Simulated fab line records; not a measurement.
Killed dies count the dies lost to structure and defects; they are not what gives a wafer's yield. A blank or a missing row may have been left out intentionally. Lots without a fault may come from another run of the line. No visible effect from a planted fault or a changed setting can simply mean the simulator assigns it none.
Chamber matching -- flow sky130 -- SKY_VIA1_CMP_02 on cmp-01 has 4 sister chambers
The step polishes SiO2. 4 wafers are shown with their chamber, then 9 later ones without.

## WAFERS WITH THEIR CHAMBER
wafer,chamber,motor_current_A (A)
L580.3,3,11.1
L581.1,1,13.4
L581.3,2,12.9
L581.6,0,13.7

## WAFERS WITH NO CHAMBER GIVEN
wafer,motor_current_A (A)
L585.1,13.0
L585.2,14.3
L585.3,12.0
L588.1,11.9
L588.2,13.3
L588.5,13.5
L590.4,11.7
L590.5,14.2
L590.6,13.2

## CHAMBER TAKEN BY EACH
wafer,from the rows above,in truth
L585.1,can't be placed: 2 or 1 or 0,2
L585.2,can't be placed: 0 or 1 or 2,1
L585.3,can't be placed: 2 or 3 or 1 or 0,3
L588.1,can't be placed: 3 or 2 or 1 or 0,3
L588.2,can't be placed: 1 or 0 or 2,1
L588.5,can't be placed: 1 or 0 or 2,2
L590.4,can't be placed: 3 or 2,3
L590.5,can't be placed: 0 or 1 or 2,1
L590.6,can't be placed: 1 or 2 or 0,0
Placed correctly: 0 of 9. Cannot be placed on the basis of these rows: 9; the candidates contain the true chamber in 9. Placed wrongly: 0.
How it was worked out, from the rows above alone: a wafer's distance from a chamber is the root of the sum, over the readings, of the square of ((its reading less the chamber's mean) divided by the reading's scatter). If the next closest chamber is less than 2 further off than the closest, the wafer can't be placed; otherwise it belongs to the closest. Each chamber's mean is taken over the wafers shown for it. The scatter: with one shown wafer a chamber, the root of the mean of the squares of how far each hidden wafer lies from its nearest shown one.
